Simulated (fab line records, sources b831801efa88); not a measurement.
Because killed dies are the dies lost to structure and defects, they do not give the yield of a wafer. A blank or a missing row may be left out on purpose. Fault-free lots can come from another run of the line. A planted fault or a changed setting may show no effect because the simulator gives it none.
2 desks looking at one fault ; flow gf180mcu ; each desk holds nothing but its own numbers, with what lay behind them at the end

## THE TOOL OWNER'S DESK: implanter-04
The tool's own readings at GF_NWELL_IMPLANT_09, given as means over the sampled wafers that have a number, one for each lot that went through this tool. The brackets show how far a lot's mean lies from the usual mean; more than 4 standard deviations puts the lot out of limits, marked OUT.
Columns: A = tilt-deg at GF_NWELL_IMPLANT_09, usual 0.002 degrees
lot;first seen here;A
L568;day 3 20:01;0.028
L569;day 4 00:15;0.030
L571;day 4 10:30;0.007
L572;day 4 15:39;-0.040
L575;day 5 10:39;3.865 (+99 or more) OUT
L576;day 5 19:10;3.844 (+99 or more) OUT
L577;day 5 22:31;3.797 (+99 or more) OUT
L588;day 8 07:01;-0.004
This desk finds L575, L576, L577 out of limits, L575 being first, at day 5 10:39 (tilt-deg at GF_NWELL_IMPLANT_09). Within limits: L568, L569, L571, L572, L588.

## FROM THE METROLOGY DESK
What the gauges read for every lot (on any tool): the sampled wafers with a number, averaged. The brackets show how far a lot's mean lies from the usual mean; more than 4 standard deviations puts the lot out of limits, marked OUT.
Columns: A = STI_OXIDATION_02_THK at GF_STI_THK_MEAS_30, usual 9.94 nm; B = NWELL_TW at GF_NWELL_TW_MEAS_11, usual 1579; C = MVPSD_OVL at GF_MVPSD_OVL_MEAS_07, usual 0.6 nm; D = NWELL_RS at GF_VT_IMPLANT_RS_MEAS_47, usual 488.2 ohm/sq
lot;first seen here;A;B;C;D
L568;day 2 18:40;10.18;1579;1.4;488.1
L569;day 2 22:19;9.87;1579;0.2;489.4
L570;day 3 02:36;9.60;1578;2.0;490.6
L571;day 3 08:02;10.00;1575;1.5;488.0
L572;day 3 12:34;10.25;1575;-0.3;489.6
L575;day 4 07:04;10.25;1610;-0.2;480.4 (-6.0) OUT
L576;day 4 14:16;9.98;1605;-1.7;479.6 (-6.6) OUT
L577;day 4 17:49;10.09;1619 (+4.9) OUT;2.4;477.8 (-8.0) OUT
L583;day 5 21:31;9.58;1560;-1.7;489.0
L586;day 6 13:44;9.67;1562;3.0;489.8
L587;day 6 17:28;10.04;1581;1.5;488.1
L588;day 6 23:19;9.80;1582;0.1;485.7
L589;day 7 04:38;9.99;1576;0.4;486.4
Finding of this desk: L575, L576, L577 out of limits, first seen on L577 at day 5 22:46 (NWELL_TW at GF_NWELL_TW_MEAS_11). Within limits: L568, L569, L570, L571, L572, L583, L586, L587, L588, L589.

## BROUGHT TOGETHER
The tool owner's desk had the chance to raise an alarm at day 5 10:39 on L575, L576, L577.
An alarm was possible from the metrology desk at day 5 22:46, on L575, L576, L577.
GF_NWELL_IMPLANT_09 was run on implanter-04 by each of the lots named.

## WHAT THE SIMULATOR HAD INSERTED
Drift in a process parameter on implanter-04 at GF_NWELL_IMPLANT_09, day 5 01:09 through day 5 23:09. A move of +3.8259 in setting tilt-deg, from 0. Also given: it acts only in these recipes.
Shown lots that were struck: L575, L576, L577.
Hours from the fault's start to each desk's first reading out of limits: the tool owner's desk, 10; the metrology desk, 22.
